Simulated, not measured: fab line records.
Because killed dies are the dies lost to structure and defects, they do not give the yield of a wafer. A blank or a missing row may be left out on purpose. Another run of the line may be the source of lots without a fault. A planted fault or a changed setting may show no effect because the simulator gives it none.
Matching of chambers / flow sky130 / rieDiel-04 running SKY_SONOS_ONO_ETCH_15: 4 sister chambers
The step etches the open film in CHF3/O2, target depth 19.52 nm, time 7.8 s. 14 wafers are shown with their chamber, then 6 later ones without.

EACH WAFER AND ITS CHAMBER
wafer=L407.1; chamber=3; drypumpMotorCurrentA (A)=5.9; oesProductAu (a.u.)=1.005; throttleValvePct (%)=8.818
wafer=L407.3; chamber=0; drypumpMotorCurrentA (A)=5.8; oesProductAu (a.u.)=1.002; throttleValvePct (%)=8.821
wafer=L407.4; chamber=2; drypumpMotorCurrentA (A)=6.0; oesProductAu (a.u.)=0.995; throttleValvePct (%)=8.819
wafer=L410.2; chamber=1; drypumpMotorCurrentA (A)=5.7; oesProductAu (a.u.)=0.976; throttleValvePct (%)=8.801
wafer=L410.3; chamber=0; drypumpMotorCurrentA (A)=5.9; oesProductAu (a.u.)=1.001; throttleValvePct (%)=8.828
wafer=L410.4; chamber=1; drypumpMotorCurrentA (A)=5.7; oesProductAu (a.u.)=0.984; throttleValvePct (%)=8.823
wafer=L416.1; chamber=3; drypumpMotorCurrentA (A)=6.0; oesProductAu (a.u.)=1.000; throttleValvePct (%)=8.812
wafer=L416.2; chamber=1; drypumpMotorCurrentA (A)=5.7; oesProductAu (a.u.)=0.983; throttleValvePct (%)=8.835
wafer=L416.4; chamber=2; drypumpMotorCurrentA (A)=6.0; oesProductAu (a.u.)=0.989; throttleValvePct (%)=8.817
wafer=L417.2; chamber=1; drypumpMotorCurrentA (A)=5.7; oesProductAu (a.u.)=0.992; throttleValvePct (%)=8.819
wafer=L417.4; chamber=2; drypumpMotorCurrentA (A)=6.0; oesProductAu (a.u.)=1.006; throttleValvePct (%)=8.827
wafer=L424.1; chamber=1; drypumpMotorCurrentA (A)=5.7; oesProductAu (a.u.)=0.994; throttleValvePct (%)=8.829
wafer=L424.4; chamber=2; drypumpMotorCurrentA (A)=6.0; oesProductAu (a.u.)=1.008; throttleValvePct (%)=8.831
wafer=L424.6; chamber=1; drypumpMotorCurrentA (A)=5.7; oesProductAu (a.u.)=0.993; throttleValvePct (%)=8.802

SIGNATURES (averages over the wafers above)
reading=drypumpMotorCurrentA; chamber 0=5.850; chamber 1=5.700; chamber 2=6.000; chamber 3=5.950; scatter within a chamber=0.0316
reading=oesProductAu; chamber 0=1.00150; chamber 1=0.98700; chamber 2=0.99950; chamber 3=1.00250; scatter within a chamber=0.00717
reading=throttleValvePct; chamber 0=8.82450; chamber 1=8.81817; chamber 2=8.82350; chamber 3=8.81500; scatter within a chamber=0.0107
Rule: for each reading, subtract the chamber's mean from the wafer's reading, divide by that reading's scatter and square the result; add these up over the readings and take the root, which gives the wafer's distance from the chamber. If the next closest chamber is less than 2 further off than the closest, the wafer can't be placed; otherwise it belongs to the closest. The scatter: take each reading less its chamber's mean, square it, sum over the shown wafers, divide by the number of wafers less the number of chambers, and take the root.

WAFERS WITH NO CHAMBER GIVEN
wafer=L427.2; drypumpMotorCurrentA (A)=5.8; oesProductAu (a.u.)=0.994; throttleValvePct (%)=8.811
wafer=L427.4; drypumpMotorCurrentA (A)=6.0; oesProductAu (a.u.)=1.006; throttleValvePct (%)=8.848
wafer=L427.5; drypumpMotorCurrentA (A)=6.0; oesProductAu (a.u.)=0.995; throttleValvePct (%)=8.815
wafer=L428.2; drypumpMotorCurrentA (A)=5.7; oesProductAu (a.u.)=0.995; throttleValvePct (%)=8.825
wafer=L428.3; drypumpMotorCurrentA (A)=5.8; oesProductAu (a.u.)=0.993; throttleValvePct (%)=8.830
wafer=L428.6; drypumpMotorCurrentA (A)=5.9; oesProductAu (a.u.)=0.999; throttleValvePct (%)=8.840

THE CHAMBER EACH PASSED THROUGH
wafer=L427.2; from the rows above=can't be placed: 0 or 1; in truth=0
wafer=L427.4; from the rows above=can't be placed: 2 or 3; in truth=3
wafer=L427.5; from the rows above=can't be placed: 2 or 3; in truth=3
wafer=L428.2; from the rows above=1; in truth=1
wafer=L428.3; from the rows above=can't be placed: 0 or 1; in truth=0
wafer=L428.6; from the rows above=can't be placed: 0 or 3 or 2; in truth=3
Correct placement for 1 of the 6. From these rows, 5 cannot be placed; in 5 the true chamber is one of the candidates. Number placed wrongly: 0.
